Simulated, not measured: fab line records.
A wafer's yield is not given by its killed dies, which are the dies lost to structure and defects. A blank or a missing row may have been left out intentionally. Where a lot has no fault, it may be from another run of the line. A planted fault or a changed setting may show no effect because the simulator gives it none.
8D (eight disciplines) problem report, filled in by code    flow gf180mcu    the parts of the form that need people (team, actions taken, sign-off) are left out

== 1. PROBLEM STATEMENT ==
At GF_DUAL_GATE_STRIP_13, stripTimeToEndpointS averages 12.99 s over 6 wafers from 2 lots, while fault-free wafers read 12.62 s, standard deviation 0.035. Relative to the usual mean, that is a shift of +10 standard deviations.
The step: strips in O2/N2.
Seen first at day 12 13:51 on plasmaAsher-02, wafer L106.2. The record holds 39 wafers of 13 lots with a number at this step. Rule for "out" (also "out of limits"): further than 4 standard deviations from the usual mean. The other wafers with a number count as sound.

== 2. WHAT IT IS AND WHAT IT IS NOT ==
question                     is                              is not
which readings at this step  stripTimeToEndpointS            drypumpMotorCurrentA, heaterPowerW
which lots                   L106, L110                      L102, L103, L111, L112, L113, L114, L991, L992, L995, L996, L998
which wafers of those lots   all that have a number          -
read on which tools          plasmaAsher-01, plasmaAsher-02  plasmaAsher-04
when                         from day 12 13:51               up to then (21 sound wafers); but 12 sound wafers of L111, L112, L113, L114 came after

== 3. WHAT RULES OUT EACH SUSPECT ==
Counting: a tool at a process step up to the reading stays a suspect if it ran every lot that is out and no sound lot after the first of them.
- lithoTrack-01 at GF_DUAL_GATE_COAT_06 (resist thk 1000 nm): kept. All lots that are out passed through it, beginning with L106 at day 12 04:06, and no sound lot followed; its final sound lot before that point was L103 at day 11 08:02.
The count leaves lithoTrack-01 at GF_DUAL_GATE_COAT_06.

== 4. THE CAUSE (what the simulator had put in) ==
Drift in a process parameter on lithoTrack-01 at GF_DUAL_GATE_COAT_06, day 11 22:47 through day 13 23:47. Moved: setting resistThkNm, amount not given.
The count eliminated every tool but this one.

== 5. THE EFFECT CHAIN, in route order ==
Rows list readings where the struck wafers' mean (over those with a number) sits beyond 3 standard deviations from the usual. Readings are gone through only where the record gives a usual standard deviation; hours: the median, over the lots, of the time from a lot's start at the first step in this table giving one to that lot's start at this step; sigmas: the change measured in usual standard deviations.
hours  step                   reading               usual    on struck wafers  change  sigmas
0      GF_DUAL_GATE_STRIP_13  stripTimeToEndpointS  12.62 s  12.99             +0.37   +10
Here are the process steps it includes:
- GF_DUAL_GATE_STRIP_13: strips in O2/N2.
At these later measuring or inspecting steps, every struck wafer for which the step has a row has a number for every such reading, and none has moved that far: GF_HV_LDD_OVL_MEAS_08.

== 6. HOW IT WOULD HAVE BEEN CAUGHT EARLIER ==
15 hours passed between the start of the fault at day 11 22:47 and the first reading out of limits in this record, taken at day 12 13:51.
Lots out: 2; of these, L110 started GF_DUAL_GATE_COAT_06 on lithoTrack-01 after day 12 13:51. Had the tool been put on hold then, it would have been spared.
